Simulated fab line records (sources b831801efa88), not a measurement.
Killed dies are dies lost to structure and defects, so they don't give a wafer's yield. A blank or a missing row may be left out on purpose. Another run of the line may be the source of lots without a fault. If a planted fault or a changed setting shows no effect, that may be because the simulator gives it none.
fab line records ; flow sky130
record: lots: 5; wafers: 15; lastDay: 50
route steps=708 shown CONTACT@418 METAL1@434 PAD_OPEN@708
lots that met no fault: taken from a fault-free run of the same line
startH: hours from the record's opening day to when the first of the lot's shown wafers began ; waitH: time in hours since the lot's previous step ; " same as the row above ; L1.1+2: a row that stands for several wafers ; - either no value or no given start ; * or withheld: withheld ; < > ~ a bound
route shown NAME@n: names a module that has steps shown in the file, with the first one's number in the route ; usual: mean/standard deviation taken from wafers without a fault ; same: alike in all rows ; chamber/n: place in a boat ; sites: readings site by site ; _std_site: how widely they spread, as a standard deviation ; _edge_site: the outer-site mean with the inner-site mean subtracted ; radiusMm: how far each site lies from the wafer's centre ; mask NAME#n: copy n ; behind: tool/chamber where the wafer was last shaped ; hold: what put the lot on hold/how long, in hours/how the hold closed ; device: the transistor (n, p or np) that didn't switch ; end of line: the tests these same wafers got at the end of their route ; a step without rows: its recipe alone ; killed: dies that structure and defects cost at the first sort, which is not the same as the wafer's yield ; map: dies across one wafer; x = killed, . = not, _ = none there
set.NAME: the setting that was run; set.NAME@STEP: the one run at that earlier step ; model.NAME: the simulator's own value behind a step, which no gauge read
lots at selected steps of the route; one table per step, one row per wafer
services: when a tool's chamber went out of use (startH, in hours from the record's first day, below 0 if earlier), for how many hours, and the reason
== steps ==
step: SKY_CONTACT_PEB_12
recipe: pebTempC: withheld; pebTimeS: withheld; resist: KrF-thick
step: SKY_CONTACT_DEVELOP_13
recipe: developTimeS: 60; resist: KrF-thick; devTempC: 21
step: SKY_CONTACT_CD_MEAS_14
recipe: targetCdNm: 170
usual: cdNm: 169.9/1.4
lot.wafer;tool;chamber;startH;waitH;cdNm
L542.1;cdSem-02;-;783.11;-;167.6
L542.5;cdSem-02;-;783.11;-;168.5
L542.6;cdSem-02;-;783.11;-;168.3
L544.1;cdSem-02;-;795.19;-;168.5
L544.3;cdSem-02;-;795.19;-;168.7
L544.5;cdSem-02;-;795.19;-;169.0
L545.3;cdSem-01;-;803.03;-;169.4
L545.4;cdSem-01;-;803.03;-;169.4
L545.6;cdSem-01;-;803.03;-;170.4
L559.2;cdSem-01;-;902.38;-;166.9
L559.4;cdSem-01;-;902.38;-;166.8
L559.6;cdSem-01;-;902.38;-;167.0
L560.1;cdSem-02;-;906.61;-;169.5
L560.5;cdSem-02;-;906.61;-;171.3
L560.6;cdSem-02;-;906.61;-;171.3
step: SKY_CONTACT_OVL_MEAS_15
usual: CONTACT_OVL: 0/5.4
lot.wafer;tool;chamber;startH;waitH;CONTACT_OVL[nm]
L542.1;overlay-01;-;783.23;0.1;-2
L542.5;overlay-01;-;783.23;0.1;-6
L542.6;overlay-01;-;783.23;0.1;-12
L544.1;overlay-02;-;795.31;0.1;1
L544.3;overlay-02;-;795.31;0.1;1
L544.5;overlay-02;-;795.31;0.1;2
L545.3;overlay-01;-;803.12;0.1;3
L545.4;overlay-01;-;803.12;0.1;-7
L545.6;overlay-01;-;803.12;0.1;-3
L559.2;overlay-02;-;902.49;0.1;3
L559.4;overlay-02;-;902.49;0.1;0
L559.6;overlay-02;-;902.49;0.1;-3
L560.1;overlay-01;-;906.73;0.1;-1
L560.5;overlay-01;-;906.73;0.1;1
L560.6;overlay-01;-;906.73;0.1;-4
step: SKY_CONTACT_ETCH_16
recipe: chemistry: N2/H2; target: BARC; ionEnergyEv: 200; sourceW: 500; biasW: 100; pressureMtorr: 30; n2FlowSccm: 100; h2FlowSccm: 200; stopOn: SiO2; timeS: 45.9; targetDepthA: 600
usual: drypumpMotorCurrentA: 5.5/0.41; h2FlowSccm: 200.0/0.57; n2FlowSccm: 100.0/0.31; oesProductAu: 0.855/0.0046; rfFwdPowerW: 495.4/2.5; throttleValvePct: 13.224/0.0096
same: timeS: 45.9
lot.wafer;tool;chamber;startH;waitH;drypumpMotorCurrentA;h2FlowSccm;n2FlowSccm;oesProductAu;rfFwdPowerW;rfHoursCounterH;throttleValvePct
L542.1;rieDiel-01;2;783.27;0.0;6.2;200.5;100.3;0.855;494.6;15;13.215
L542.5;rieDiel-01;0;783.27;0.0;5.8;200.0;99.9;0.844;493.0;-;13.218
L542.6;rieDiel-01;1;783.27;0.0;5.6;200.1;100.0;0.853;496.3;-;13.231
L544.1;rieDiel-01;3;795.35;0.0;5.4;200.4;100.1;0.847;497.7;2;13.214
L544.3;rieDiel-01;2;795.35;0.0;6.3;200.4;99.6;0.846;492.8;15;13.234
L544.5;rieDiel-01;0;795.35;0.0;5.8;200.0;99.7;0.863;491.7;-;13.220
L545.3;rieDiel-01;1;803.15;0.0;5.6;199.8;99.6;0.850;498.0;19;13.231
L545.4;rieDiel-01;2;803.15;0.0;6.2;200.0;99.9;0.852;493.3;15;13.211
L545.6;rieDiel-01;0;803.15;0.0;5.8;200.6;99.7;0.858;490.1;-;13.228
L559.2;rieDiel-03;3;902.52;0.0;6.1;199.9;100.1;0.858;494.5;3;13.225
L559.4;rieDiel-03;3;902.52;0.0;6.1;199.8;100.8;0.853;496.8;-;13.209
L559.6;rieDiel-03;1;902.52;0.0;5.4;199.8;100.0;0.858;490.9;-;13.216
L560.1;rieDiel-01;3;906.77;0.0;5.4;200.0;100.1;0.860;497.5;6;13.221
L560.5;rieDiel-01;1;906.77;0.0;5.6;201.0;99.8;0.854;495.1;-;13.223
L560.6;rieDiel-01;0;906.77;0.0;5.8;200.2;100.4;0.858;493.6;-;13.225
step: SKY_CONTACT_ETCH_17
recipe: target: SiO2; chemistry: C4F8/O2/Ar; stopOn: Si3N4; maskMaterial: KrF-thick; sourceW: 1500; biasW: 1200; pressureMtorr: 40; c4f8FlowSccm: withheld; O2_flow_sccm: 6; Ar_flow_sccm: 300; timeS: withheld; targetDepthA: 3400
usual: oesProductAu: 0.893/0.0049; rfFwdPowerW: 1489/6.2
lot.wafer;tool;chamber;startH;waitH;oesProductAu;rfFwdPowerW
L542.1;rieDiel-01;2;783.31;0.0;0.884;1486
L542.5;rieDiel-01;0;783.31;0.0;0.894;1478
L542.6;rieDiel-01;1;783.31;0.0;0.890;1494
L544.1;rieDiel-01;3;795.39;0.0;0.888;1484
L544.3;rieDiel-01;2;795.39;0.0;0.893;1476
L544.5;rieDiel-01;0;795.39;0.0;0.900;1488
L545.3;rieDiel-01;1;803.19;0.0;0.893;1489
L545.4;rieDiel-01;2;803.19;0.0;0.889;1488
L545.6;rieDiel-01;0;803.19;0.0;0.894;1478
L559.2;rieDiel-03;3;902.56;0.0;0.883;1496
L559.4;rieDiel-03;3;902.56;0.0;0.893;1492
L559.6;rieDiel-03;1;902.56;0.0;0.889;1485
L560.1;rieDiel-01;3;906.81;0.0;0.893;1500
L560.5;rieDiel-01;1;906.81;0.0;0.895;1495
L560.6;rieDiel-01;0;906.81;0.0;0.891;1479
step: SKY_CONTACT_ETCH_18
recipe: target: Si3N4; chemistry: CHF3/O2; stopOn: TiN; sourceW: 600; biasW: 200; pressureMtorr: 40; chf3FlowSccm: 50; O2_flow_sccm: 5; timeS: 39; targetDepthA: 750
usual: drypumpMotorCurrentA: 5.5/0.41; oesProductAu: 0.853/0.0081; rfFwdPowerW: 594/3.1; throttleValvePct: 8.794/0.0091
same: timeS: 39
lot.wafer;tool;chamber;startH;waitH;drypumpMotorCurrentA;oesProductAu;rfFwdPowerW;rfHoursCounterH;throttleValvePct
L542.1;rieDiel-01;2;-;-;6.2;0.841;593;15;8.796
L542.5;rieDiel-01;0;-;-;5.8;0.853;590;-;8.799
L542.6;rieDiel-01;1;-;-;5.6;0.854;596;-;8.807
L544.1;rieDiel-01;3;-;-;5.4;0.844;596;2;8.778
L544.3;rieDiel-01;2;-;-;6.2;0.845;595;15;8.792
L544.5;rieDiel-01;0;-;-;5.8;0.854;586;-;8.786
L545.3;rieDiel-01;1;-;-;5.6;0.851;598;19;8.788
L545.4;rieDiel-01;2;-;-;6.2;0.858;590;15;8.797
L545.6;rieDiel-01;0;-;-;5.8;0.857;588;-;8.785
L559.2;rieDiel-03;3;-;-;6.1;0.843;597;3;8.796
L559.4;rieDiel-03;3;-;-;6.1;0.861;597;-;8.792
L559.6;rieDiel-03;1;-;-;5.4;0.859;595;-;8.803
L560.1;rieDiel-01;3;-;-;5.4;0.849;596;6;8.791
L560.5;rieDiel-01;1;-;-;5.6;0.855;595;-;8.785
L560.6;rieDiel-01;0;-;-;5.8;0.844;591;-;8.805
step: SKY_CONTACT_STRIP_19
recipe: chemistry: O2/N2; powerW: 1400; pressureMtorr: 1500; platenTempC: withheld; o2FlowSccm: 3000; n2FlowSccm: 300; overashFraction: 0.5
usual: drypumpMotorCurrentA: 5.9/0.44; n2FlowSccm: 300.0/0.86; oesProductAu: 0.381/0.005; stripTimeToEndpointS: 3.63/0.032
lot.wafer;tool;chamber;startH;waitH;drypumpMotorCurrentA;n2FlowSccm;oesProductAu;rfHoursCounterH;stripTimeToEndpointS
L542.1;plasmaAsher-03;0;783.40;-;6.3;299.5;0.379;97;3.59
L542.5;plasmaAsher-03;1;783.40;-;6.6;298.5;0.371;-;3.58
L542.6;plasmaAsher-03;0;783.40;-;6.3;299.8;0.380;-;3.61
L544.1;plasmaAsher-01;0;795.48;-;5.2;301.2;0.378;68;3.59
L544.3;plasmaAsher-01;0;795.48;-;5.2;299.8;0.387;-;3.62
L544.5;plasmaAsher-01;1;795.48;-;5.7;300.4;0.380;-;3.55
L545.3;plasmaAsher-03;0;803.31;-;6.3;300.1;0.386;-;3.65
L545.4;plasmaAsher-03;1;803.31;-;6.5;298.3;0.373;-;3.62
L545.6;plasmaAsher-03;1;803.31;-;6.5;298.1;0.378;-;3.57
L559.2;plasmaAsher-01;0;902.65;-;5.2;299.5;0.374;79;3.66
L559.4;plasmaAsher-01;0;902.65;-;5.2;300.5;0.385;-;3.68
L559.6;plasmaAsher-01;0;902.65;-;5.2;300.2;0.376;-;3.63
L560.1;plasmaAsher-01;0;906.90;-;5.2;301.5;0.383;80;3.64
L560.5;plasmaAsher-01;0;906.90;-;5.2;301.8;0.378;-;3.62
L560.6;plasmaAsher-01;1;906.90;-;5.7;300.5;0.383;-;3.64
step: SKY_CONTACT_STRIP_20
recipe: chemistry: postEtchResidueRemover; timeS: 1200; tempC: 72.5
step: SKY_CONTACT_CLEAN_21
recipe: chemistry: IPA; timeS: 180; tempC: 25
step: SKY_CONTACT_CLEAN_22
recipe: chemistry: O3/DIW; dry: n2Spin
step: SKY_CONTACT_SPUTTER_23
recipe: material: TiN; targetThkNm: 20; chamberPressurePa: 5; powerW: 4000; timeS: 80
usual: throttleValvePct: 29.8/1.2
same: timeS: 80
lot.wafer;tool;chamber;startH;waitH;throttleValvePct
L542.1;pvdSputter-02;-;784.04;0.0;31.6
L542.5;pvdSputter-02;-;784.04;0.0;30.1
L542.6;pvdSputter-02;-;784.04;0.0;28.8
L544.1;pvdSputter-01;-;796.07;0.0;29.8
L544.3;pvdSputter-01;-;796.07;0.0;27.6
L544.5;pvdSputter-01;-;796.07;0.0;30.1
L545.3;pvdSputter-04;-;803.87;0.0;28.5
L545.4;pvdSputter-04;-;803.87;0.0;30.3
L545.6;pvdSputter-04;-;803.87;0.0;28.4
L559.2;pvdSputter-01;-;903.24;0.0;31.5
L559.4;pvdSputter-01;-;903.24;0.0;29.8
L559.6;pvdSputter-01;-;903.24;0.0;30.0
L560.1;pvdSputter-04;-;907.50;0.0;30.1
L560.5;pvdSputter-04;-;907.50;0.0;28.3
L560.6;pvdSputter-04;-;907.50;0.0;30.4
step: SKY_CONTACT_CVD_24
recipe: material: W; targetThkNm: 340; timeS: 102.12; tempC: 400; pressureTorr: 40
usual: heaterPowerW: 930/83
lot.wafer;tool;chamber;startH;waitH;heaterPowerW;sinceWetCleanH;model.W_of_CONTACT_CVD_24.thkNm
L542.1;cvdW-02;0;784.10;0.0;961;380;337.7
L542.5;cvdW-02;0;784.10;0.0;961;-;336.7
L542.6;cvdW-02;1;784.10;0.0;868;-;335.3
L544.1;cvdW-01;1;796.13;0.0;834;892;339.6
L544.3;cvdW-01;1;796.13;0.0;846;-;340.2
L544.5;cvdW-01;0;796.13;0.0;1028;-;338.5
L545.3;cvdW-01;0;803.97;0.1;1050;-;342.8
L545.4;cvdW-01;1;803.97;0.1;861;-;445.1
L545.6;cvdW-01;0;803.97;0.1;1034;-;339.6
L559.2;cvdW-02;1;903.30;0.0;872;499;328.6
L559.4;cvdW-02;0;903.30;0.0;954;-;330.7
L559.6;cvdW-02;1;903.30;0.0;864;-;328.3
L560.1;cvdW-02;0;907.56;0.0;955;504;329
L560.5;cvdW-02;1;907.56;0.0;862;-;330.9
L560.6;cvdW-02;0;907.56;0.0;979;-;330.1
step: SKY_CONTACT_RS_MEAS_25
recipe: thkMeasGauge: four-point-probe; reads: W_of_CONTACT_CVD_24+TiN_of_CONTACT_SPUTTER_23
usual: CONTACT_W_RS: 0.341/0.0039
lot.wafer;tool;chamber;startH;waitH;CONTACT_W_RS[ohm/sq]
L542.1;filmMetro-03;-;784.21;0.1;0.340
L542.5;filmMetro-03;-;784.21;0.1;0.341
L542.6;filmMetro-03;-;784.21;0.1;0.343
L544.1;filmMetro-04;-;796.24;0.1;0.338
L544.3;filmMetro-04;-;796.24;0.1;0.337
L544.5;filmMetro-04;-;796.24;0.1;0.339
L545.3;filmMetro-03;-;804.08;0.1;0.335
L545.4;filmMetro-03;-;804.08;0.1;0.257
L545.6;filmMetro-03;-;804.08;0.1;0.339
L559.2;filmMetro-04;-;903.43;0.1;0.349
L559.4;filmMetro-04;-;903.43;0.1;0.347
L559.6;filmMetro-04;-;903.43;0.1;0.350
L560.1;filmMetro-02;-;907.67;0.1;0.349
L560.5;filmMetro-02;-;907.67;0.1;0.347
L560.6;filmMetro-02;-;907.67;0.1;0.348
step: SKY_CONTACT_THK_MEAS_26
recipe: thkMeasGauge: xrf; reads: W_of_CONTACT_CVD_24
usual: CONTACT_W_THK: 355/6.3
lot.wafer;tool;chamber;startH;waitH;CONTACT_W_THK[nm]
L542.1;filmMetro-03;-;784.33;0.1;354
L542.5;filmMetro-03;-;784.33;0.1;355
L542.6;filmMetro-03;-;784.33;0.1;353
L544.1;filmMetro-04;-;796.36;0.1;352
L544.3;filmMetro-04;-;796.36;0.1;352
L544.5;filmMetro-04;-;796.36;0.1;350
L545.3;filmMetro-03;-;804.18;0.1;364
L545.4;filmMetro-03;-;804.18;0.1;483
L545.6;filmMetro-03;-;804.18;0.1;361
L559.2;filmMetro-04;-;903.54;0.1;342
L559.4;filmMetro-04;-;903.54;0.1;347
L559.6;filmMetro-04;-;903.54;0.1;343
L560.1;filmMetro-02;-;907.79;0.1;346
L560.5;filmMetro-02;-;907.79;0.1;351
L560.6;filmMetro-02;-;907.79;0.1;347
step: SKY_CONTACT_CMP_27
recipe: stopOn: SiO2; tOverpolishS: 15; downForcePsi: 3.5; platenRpm: 60; targetThkNm: 0; padVelocityMS: 0.94248
usual: headPressurePsi: 3.501/0.0084; motorCurrentA: 11.1/1.1; timeToEndpointS: 84/5.4
lot.wafer;tool;chamber;startH;waitH;headPressurePsi;motorCurrentA;timeToEndpointS
L542.1;cmp-02;0;784.44;0.1;3.509;12.3;73
L542.6;cmp-02;3;784.44;0.1;3.509;8.6;84
L542.5;cmp-02;0;784.44;0.1;3.492;11.2;74
L544.1;cmp-01;3;796.47;0.1;3.502;11.8;77
L544.3;cmp-01;0;796.47;0.1;3.512;11.8;90
L544.5;cmp-01;3;796.47;0.1;3.498;12.0;77
L545.4;cmp-01;2;804.27;0.1;3.504;11.6;117
L545.3;cmp-01;0;804.27;0.1;3.509;12.1;90
L545.6;cmp-01;1;804.27;0.1;3.501;11.9;86
L559.4;cmp-02;3;903.72;0.1;3.485;9.1;88
L559.2;cmp-02;2;903.72;0.1;3.491;9.9;90
L559.6;cmp-02;3;903.72;0.1;3.485;8.9;87
L560.1;cmp-02;3;907.95;0.1;3.499;8.9;83
L560.5;cmp-02;1;907.95;0.1;3.504;11.7;80
L560.6;cmp-02;2;907.95;0.1;3.498;10.1;87
step: SKY_METAL1_SPUTTER_00
recipe: material: Ti; targetThkNm: 15; powerW: 3000; timeS: 10; chamberPressurePa: 0.4
step: SKY_PAD_OPEN_PROBE_99
usual: killed_at_M0_to_M3: 43/6.7; killed_at_M4_up: 3.2/2.1; killedAtContacts: 25/5.9; killedAtFrontEnd: 16/4.7; killedAtOther: 0.3/0.54; killedDies: 87/9.8; killedOpen: 47/6.7; killedShort: 40/6.5
same: grossDies: 492; killedAtBackSide: 0
lot.wafer;tool;chamber;startH;waitH;killed_at_M0_to_M3;killed_at_M4_up;killedAtContacts;killedAtFrontEnd;killedAtOther;killedDies;killedOpen;killedShort
L542.1;prober-01;-;1114.51;0.1;42;4;20;16;0;82;47;35
L542.5;prober-01;-;1114.71;0.2;36;3;26;20;0;85;45;40
L542.6;prober-01;-;1114.76;0.2;41;4;33;16;2;96;48;48
L544.1;prober-01;-;1126.71;0.1;37;2;18;13;0;70;33;36
L544.3;prober-01;-;1126.81;0.2;40;3;22;20;1;86;39;45
L544.5;prober-01;-;1126.91;0.2;45;3;22;10;0;80;44;34
L545.3;prober-02;-;1130.38;0.2;42;6;40;19;0;107;59;48
L545.4;prober-02;-;1130.43;0.2;46;5;39;16;0;106;60;46
L545.6;prober-02;-;1130.53;0.2;46;2;27;16;0;91;51;40
L559.2;prober-02;-;1199.00;0.1;59;2;32;10;0;103;56;47
L559.4;prober-02;-;1199.10;0.2;28;0;27;14;2;71;35;36
L559.6;prober-02;-;1199.20;0.2;37;3;25;25;1;91;52;39
L560.1;prober-01;-;1201.83;0.1;50;3;24;16;0;93;55;37
L560.5;prober-01;-;1202.03;0.2;42;1;29;18;0;90;52;38
L560.6;prober-01;-;1202.08;0.2;42;1;17;12;0;72;44;28
killed by level:class
L542.1 VIA1:geometricParticle:open=12 CONTACT:geometricParticle:open=8 LI_CONTACT:geometricParticle:open=6 METAL2:geometricParticle:short=6 POLY_GATE:geometricParticle:open=5 VIA2:geometricParticle:open=5 POLY_GATE:geometricParticle:short=4 VIA3:geometricParticle:open=4
L542.5 VIA1:geometricParticle:open=10 LI_CONTACT:geometricParticle:open=7 CONTACT:geometricParticle:short=7 POLY_GATE:geometricParticle:open=6 VIA1:geometricParticle:short=5 LOCAL_INTERCONNECT:geometricParticle:short=4 CONTACT:geometricParticle:open=4 VIA2:geometricParticle:open=4
L542.6 VIA1:geometricParticle:open=14 CONTACT:geometricParticle:open=12 LI_CONTACT:geometricParticle:open=8 LI_CONTACT:geometricParticle:short=6 VIA1:geometricParticle:short=6 FIELD_ISO:geometricParticle:short=5 POLY_GATE:geometricParticle:short=5 METAL1:geometricParticle:short=5
L544.1 VIA1:geometricParticle:open=9 CONTACT:geometricParticle:open=6 VIA1:geometricParticle:short=6 VIA2:geometricParticle:open=6 POLY_GATE:geometricParticle:open=4 CONTACT:geometricParticle:short=4 METAL1:geometricParticle:short=4 VIA2:geometricParticle:short=4
L544.3 VIA1:geometricParticle:short=9 POLY_GATE:geometricParticle:short=8 CONTACT:geometricParticle:open=8 POLY_GATE:geometricParticle:open=5 LOCAL_INTERCONNECT:geometricParticle:short=5 VIA1:geometricParticle:open=5 VIA2:geometricParticle:open=4 METAL1:geometricParticle:short=4
L544.5 LI_CONTACT:geometricParticle:open=10 METAL2:geometricParticle:short=9 CONTACT:geometricParticle:open=8 VIA3:geometricParticle:open=8 VIA1:geometricParticle:open=6 METAL3:geometricParticle:short=4 METAL1:geometricParticle:short=3 VIA1:geometricParticle:short=3
L545.3 CONTACT:geometricParticle:open=17 LI_CONTACT:geometricParticle:open=12 METAL1:geometricParticle:short=10 VIA1:geometricParticle:open=9 CONTACT:geometricParticle:short=6 FIELD_ISO:geometricParticle:short=5 FIELD_ISO:geometricParticle:open=4 POLY_GATE:geometricParticle:short=4
L545.4 LI_CONTACT:geometricParticle:open=15 CONTACT:geometricParticle:open=12 VIA1:geometricParticle:open=8 METAL1:geometricParticle:short=7 VIA3:geometricParticle:open=6 POLY_GATE:geometricParticle:short=5 CONTACT:geometricParticle:short=5 VIA1:geometricParticle:short=5
L545.6 LI_CONTACT:geometricParticle:open=9 METAL1:geometricParticle:short=9 CONTACT:geometricParticle:open=8 VIA1:geometricParticle:open=7 FIELD_ISO:geometricParticle:open=5 CONTACT:geometricParticle:short=5 METAL2:geometricParticle:short=5 VIA2:geometricParticle:open=5
L559.2 VIA1:geometricParticle:open=16 LI_CONTACT:geometricParticle:open=10 CONTACT:geometricParticle:open=10 VIA2:geometricParticle:open=9 METAL2:geometricParticle:short=6 CONTACT:geometricParticle:short=5 METAL1:geometricParticle:short=5 VIA1:geometricParticle:short=5
L559.4 VIA1:geometricParticle:open=10 CONTACT:geometricParticle:open=8 POLY_GATE:geometricParticle:open=5 CONTACT:geometricParticle:short=5 VIA1:geometricParticle:short=5 FIELD_ISO:geometricParticle:short=4 POLY_GATE:geometricParticle:short=4 LI_CONTACT:geometricParticle:open=4
L559.6 LI_CONTACT:geometricParticle:open=11 VIA1:geometricParticle:open=8 VIA2:geometricParticle:open=8 POLY_GATE:geometricParticle:short=7 POLY_GATE:geometricParticle:open=5 VIA1:geometricParticle:short=5 LOCAL_INTERCONNECT:geometricParticle:short=5 CONTACT:geometricParticle:open=5
L560.1 VIA1:geometricParticle:open=17 CONTACT:geometricParticle:open=9 FIELD_ISO:geometricParticle:short=7 VIA2:geometricParticle:open=7 LI_CONTACT:geometricParticle:open=6 VIA3:geometricParticle:open=6 VIA1:geometricParticle:short=5 METAL2:geometricParticle:short=5
L560.5 CONTACT:geometricParticle:open=10 POLY_GATE:geometricParticle:open=9 VIA1:geometricParticle:open=9 LI_CONTACT:geometricParticle:open=7 METAL1:geometricParticle:short=7 LOCAL_INTERCONNECT:geometricParticle:short=6 METAL2:geometricParticle:short=6 VIA2:geometricParticle:open=5
L560.6 VIA1:geometricParticle:open=11 LI_CONTACT:geometricParticle:open=8 VIA3:geometricParticle:open=8 CONTACT:geometricParticle:open=5 VIA1:geometricParticle:short=5 POLY_GATE:geometricParticle:short=4 VIA2:geometricParticle:open=3 METAL2:geometricParticle:open=3
== services ==
tool;chamber;startH;hours;kind
pvdSputter-04;-;762.72;0.9;repair
cmp-02;-;764.18;1.1;repair
plasmaAsher-03;-;766.98;2.8;pm
rieDiel-03;3;773.60;-;clean
cmp-01;-;804.57;1.5;repair
cvdW-01;-;814.51;0.9;repair
rieDiel-01;-;814.62;4.3;pm
plasmaAsher-01;-;818.45;2.8;pm
cmp-01;-;820.68;5.3;pm
rieDiel-03;-;836.84;0.4;repair
cvdW-02;-;861.73;2.0;repair
rieDiel-03;-;861.77;1.4;repair
rieDiel-01;2;862.75;21.8;repair
plasmaAsher-01;-;863.89;4.3;repair
cvdW-01;-;871.28;0.7;repair
cvdW-01;-;877.99;6.9;pm
rieDiel-01;3;881.58;6.9;repair
rieDiel-03;-;886.14;3.2;repair
rieDiel-03;1;888.87;10.9;repair
pvdSputter-01;-;890.16;9.0;repair
plasmaAsher-01;-;893.67;1.4;repair
plasmaAsher-03;-;895.55;28.1;pm
rieDiel-03;2;898.28;5.9;repair
cvdW-01;-;904.00;14.0;pm
== key ==
firstSign: step: SKY_CONTACT_RS_MEAS_25; reading: CONTACT_W_RS; direction: down; sigmas: 22; usual: 0.341; struck: 0.257
effect: step: SKY_CONTACT_THK_MEAS_26; reading: CONTACT_W_THK; direction: up; sigmas: 20; usual: 355; struck: 483
effect: step: SKY_CONTACT_CMP_27; reading: timeToEndpointS; direction: up; sigmas: 6.2; usual: *; struck: *
modelEffect: step: SKY_CONTACT_CVD_24; value: W_of_CONTACT_CVD_24.thkNm; without: 344.6; struck: 445.1
metAt SKY_CONTACT_CVD_24
struckWafers L545.4
testerLeftOut L545
onsetBetween 796.13 803.97
fault: kind: processParameterDrift; tool: cvdW-01; chamber: -; onsetH: 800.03; steps: SKY_CONTACT_CVD_24; channel: targetThkNm; offset: 100.74; shape: step; endH: 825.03; scope: struckWafersOnly; actsIn: theseRecipesOnly; stated: 340
testerLeftOut: of these lots the tester's yield and bins aren't shown, on N5 and GAA mostly nor the transistor test; their killed dies are dies lost to structure and defects alone, not to doping, threshold or leakage, so they don't give the yield
